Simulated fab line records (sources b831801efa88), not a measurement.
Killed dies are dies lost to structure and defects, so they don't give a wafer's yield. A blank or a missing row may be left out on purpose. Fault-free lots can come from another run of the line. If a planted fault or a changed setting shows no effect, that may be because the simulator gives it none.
Which tool is to blame? -- flow gf180mcu -- 33 wafers from 11 lots sampled at 4 of the route's 602 steps

## WHAT THE GAUGES READ, wafer by wafer
GF_PASSIVATION_THK_MEAS_01.
lot,measured,on,PASSIVATION_CVD_00_THK (nm)
L582,day 28 02:59,filmMetro-03,991 999 1010
L583,day 28 16:34,filmMetro-03,989 1006 1013
L585,day 29 07:16,filmMetro-02,986 985 989
L586,day 29 20:16,filmMetro-03,994 993 1018
L590,day 30 17:58,filmMetro-04,984 1013 1358 984 1012 1358
L592,day 31 07:37,filmMetro-04,984 975 1359 984 975 1359
L599,day 33 01:18,filmMetro-02,990 984 1017
L602,day 33 18:05,filmMetro-03,1008 995 1035
L603,day 33 21:27,filmMetro-03,990 986 1016
L604,day 34 04:50,filmMetro-03,1005 1001 1014
L605,day 34 09:07,filmMetro-04,992 988 1000

GF_PASSIVATION_THK_MEAS_03.
lot,measured,on,PASSIVATION_CVD_02_THK (nm)
L582,day 28 03:20,filmMetro-02,685 707 701
L583,day 28 16:55,filmMetro-03,679 704 713
L585,day 29 07:37,filmMetro-04,698 695 697
L586,day 29 20:36,filmMetro-03,689 679 688
L590,day 31 00:34,filmMetro-04,697 708 702
L592,day 31 10:52,filmMetro-03,695 687 703
L599,day 33 01:39,filmMetro-02,707 693 718
L602,day 33 18:26,filmMetro-03,698 704 714
L603,day 33 21:48,filmMetro-02,702 696 704
L604,day 34 05:11,filmMetro-04,697 696 710
L605,day 34 09:28,filmMetro-04,693 701 711

## TOOL THAT RAN EACH LOT (tool first, then ch and the chambers of the sampled wafers, then the start)
lot,GF_V5_ETCH_16,GF_PASSIVATION_CVD_00
L582,"rieDiel-02 ch 0,3, day 27 05:00","pecvd-01 ch 0,1,2, day 28 02:55"
L583,"rieDiel-04 ch 1,3, day 27 18:55","pecvd-02 ch 1,2, day 28 16:28"
L585,"rieDiel-04 ch 0,3, day 28 09:39","pecvd-04 ch 0,1,2, day 29 07:12"
L586,"rieDiel-04 ch 1,2, day 28 22:44","pecvd-02 ch 0,1,2, day 29 20:10"
L590,"rieDiel-01 ch 1,2,3, day 29 21:01","pecvd-02 ch 0,1,2, day 30 17:54"
L592,"rieDiel-04 ch 1,3, day 30 11:15","pecvd-02 ch 0,1,2, day 31 07:32"
L599,"rieDiel-01 ch 0,1,3, day 32 06:47","pecvd-01 ch 1,2, day 33 01:13"
L602,"rieDiel-04 ch 0,1, day 32 23:30","pecvd-04 ch 0,1, day 33 18:00"
L603,"rieDiel-04 ch 2,3, day 33 02:48","pecvd-01 ch 0,1,2, day 33 21:22"
L604,"rieDiel-01 ch 0,1,2, day 33 10:48","pecvd-04 ch 0,2, day 34 04:46"
L605,"rieDiel-02 ch 0,3, day 33 15:30","pecvd-01 ch 0,2, day 34 09:02"
- GF_V5_ETCH_16: etches BARC in N2/H2.
- GF_PASSIVATION_CVD_00: deposits SiO2 from TEOS, target thk 1000 nm, time 111.95 s.

## AS READ BY THE TOOLS THEMSELVES (means over the sampled wafers that have a number; for cases with no such wafer, the mark the record gives instead)
GF_V5_ETCH_16.
lot,tool,drypumpMotorCurrentA (A),oesProductAu (a.u.),throttleValvePct (%)
L582,rieDiel-02,5.1,0.849,13.223
L583,rieDiel-04,5.5,0.855,13.227
L585,rieDiel-04,5.7,0.854,13.228
L586,rieDiel-04,5.7,0.849,13.230
L590,rieDiel-01,5.9,0.851,13.229
L592,rieDiel-04,5.5,0.851,13.225
L599,rieDiel-01,6.1,0.851,13.213
L602,rieDiel-04,5.5,0.855,13.224
L603,rieDiel-04,6.1,0.853,13.226
L604,rieDiel-01,6.1,0.850,13.229
L605,rieDiel-02,5.1,0.852,13.220

GF_PASSIVATION_CVD_00.
lot,tool,heaterPowerW (W),runLengthS (s)
L582,pecvd-01,595,139.0
L583,pecvd-02,763,139.5
L585,pecvd-04,602,139.2
L586,pecvd-02,711,140.1
L590,pecvd-02,723,153.4
L592,pecvd-02,734,152.9
L599,pecvd-01,600,139.3
L602,pecvd-04,532,139.2
L603,pecvd-01,557,139.0
L604,pecvd-04,582,139.3
L605,pecvd-01,595,139.6

## THE ANSWER, worked out from the rows above alone
Rule: what is usual is taken from the lots themselves. Put in order of their means at a reading, lots are off if they are a third of the lots or fewer, leave a main group of 4 or more, and stand apart from it by a gap of 3 or more times the standard deviation of the main group's means; of several such gaps the widest counts. A main group is skipped when, at the precision printed for the reading in the tables above, its means are all equal. Also off: a lot with no number at a reading for which 4 or more lots have one. Where the step has rows for the other lots, those lots are counted as sound. The gauges are gone through in route order, then the tools' own readings, and for those a lot's mean is taken as printed above. At the first step where some lot is off, the reading lying furthest off is the one used; lots without a number count as furthest.
Off: L590, L592, at GF_PASSIVATION_THK_MEAS_01 (PASSIVATION_CVD_00_THK). Main group: mean 1000 nm, sd 7.1.
If a tool, at a process step before that reading, ran all the lots that are off and no sound lot after the first of them, it fits. The gauges at GF_PASSIVATION_THK_MEAS_01 aren't tried: what is off there is off at GF_PASSIVATION_CVD_00 too, on other tools, and a gauge's error can't cause that. One candidate fits, namely pecvd-02 at GF_PASSIVATION_CVD_00. Its last sound lot is L586 (day 29 20:10), its first lot that is off L590 (day 30 17:54): a fault that began between those two fits.
The tool's own readings at GF_PASSIVATION_CVD_00 bear it out: on the lots that are off they differ by more than 5 times the standard deviation of the sound lots' means. runLengthS reads 153.2 s there against 139.4 s on the sound lots.

## WHAT WAS PUT IN BY THE SIMULATOR
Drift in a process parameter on pecvd-02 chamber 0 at GF_PASSIVATION_CVD_00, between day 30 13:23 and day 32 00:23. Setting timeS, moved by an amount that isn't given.
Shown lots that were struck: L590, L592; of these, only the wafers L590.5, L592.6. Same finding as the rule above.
